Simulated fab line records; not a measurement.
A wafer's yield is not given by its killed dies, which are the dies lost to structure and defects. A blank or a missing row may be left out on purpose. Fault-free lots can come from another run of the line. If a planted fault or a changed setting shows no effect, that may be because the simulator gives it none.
One fault through the eyes of 2 desks	flow gf180mcu	what lay behind the numbers comes last; until then each desk has only its own

## AT THE TOOL OWNER'S DESK: krf_scanner-02
The tool's own readings at GF_M4_EXPOSE_11 (exposes mask Metal4, target cd 280 nm): means of the sampled wafers that have a number, for each lot that ran on this tool. If a lot's mean is further than 4 standard deviations from the usual mean, the lot is out of limits and carries the mark OUT (the distance appears in the brackets).
Columns: A = exposure_dose_mJ_cm2 at GF_M4_EXPOSE_11, usual 27.943
lot	first seen here	A
L692	day 25 06:51	27.967
L691	day 25 09:02	27.982
L693	day 25 12:15	27.997
L699	day 26 22:52	27.947
L702	day 28 07:15	27.618 (-12) OUT
This desk's verdict: out of limits on L702, starting with L702 at day 28 07:15 (exposure_dose_mJ_cm2 at GF_M4_EXPOSE_11). L692, L691, L693, L699 stayed within limits.

## AT THE METROLOGY DESK
Means of the sampled wafers that have a number, per lot and without regard to the tool the lot ran on: this is what the gauges read. If a lot's mean is further than 4 standard deviations from the usual mean, the lot is out of limits and carries the mark OUT (the distance appears in the brackets).
Columns: A = V3_W_RS at GF_V3_RS_MEAS_24, usual 0.329 ohm/sq; B = cd_nm at GF_M4_CD_MEAS_14, usual 279.9 nm
lot	first seen here	A	B
L689	day 23 09:25	0.330	282.2
L690	day 23 13:11	0.331	279.9
L692	day 24 19:58	0.328	278.1
L691	day 24 22:12	0.329	281.3
L693	day 25 00:50	0.332	280.5
L694	day 25 05:40	0.330	281.2
L696	day 26 05:35	0.328	281.9
L699	day 26 12:00	0.330	280.4
L702	day 27 19:34	0.333	274.4 (-4.6) OUT
L708	day 29 14:55	0.330	280.5
L707	day 29 15:17	0.328	279.3
L709	day 29 20:44	0.330	278.7
This desk's verdict: out of limits on L702, starting with L702 at day 28 16:31 (cd_nm at GF_M4_CD_MEAS_14). L689, L690, L692, L691, L693, L694, L696, L699, L708, L707, L709 stayed within limits.

## TAKEN TOGETHER
The tool owner's desk could have raised an alarm at day 28 07:15, on L702.
An alarm was possible from the metrology desk at day 28 16:31, on L702.
All the named lots went through GF_M4_EXPOSE_11 on krf_scanner-02.

## WHAT THE SIMULATOR HAD INSERTED
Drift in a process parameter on krf_scanner-02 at GF_M4_EXPOSE_11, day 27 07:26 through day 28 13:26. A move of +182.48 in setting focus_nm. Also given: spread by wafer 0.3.
Struck lots among those shown: L702.
Counting hours from when the fault started, the first reading out of limits came at 24 for the tool owner's desk and at 33 for the metrology desk.
